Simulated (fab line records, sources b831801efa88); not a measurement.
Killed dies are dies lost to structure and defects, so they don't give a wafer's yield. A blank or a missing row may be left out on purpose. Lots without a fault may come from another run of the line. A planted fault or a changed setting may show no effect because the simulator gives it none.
Which tool did it? | flow sky130 | 7 lots, 21 wafers sampled, at 1 step of a route of 708

WHAT THE GAUGES READ, wafer by wafer
SKY_FIELD_ISO_THK_MEAS_23.
lot  | measured    | on            | FIELD_ISO_OXIDATION_01_THK (nm)
L712 | day 2 12:00 | film_metro-03 | 10.10 10.04 10.15
L715 | day 3 04:52 | film_metro-04 | 10.15 10.24 10.00
L718 | day 3 20:25 | film_metro-03 | 10.16 10.30 10.24
L723 | day 4 23:22 | film_metro-04 | 10.19 10.32 10.47
L728 | day 6 02:59 | film_metro-03 | 10.08 9.87 10.09
L731 | day 6 15:39 | film_metro-04 | 9.92 10.21 10.23
L733 | day 7 01:04 | film_metro-02 | 10.11 10.23 10.04

WHICH TOOL RAN EACH LOT (tool, then ch and the chambers of the sampled wafers, then the start)
The record holds no process step before these readings.

THE ANSWER, worked out from the rows above alone
Rule: what is usual is taken from the lots themselves. Put in order of their means at a reading, lots are off if they are a third of the lots or fewer, leave a main group of 4 or more, and stand apart from it by a gap of 3 or more times the standard deviation of the main group's means; of several such gaps the widest counts. A main group whose means are all the same, to the digits that the tables above print for the reading, isn't used. A lot without any number at a reading at which 4 lots or more have one is off too. The other lots that the step has rows for count as sound.
No lot is off at any reading shown: from this, nothing can be told.

WHAT THE SIMULATOR HAD PUT IN
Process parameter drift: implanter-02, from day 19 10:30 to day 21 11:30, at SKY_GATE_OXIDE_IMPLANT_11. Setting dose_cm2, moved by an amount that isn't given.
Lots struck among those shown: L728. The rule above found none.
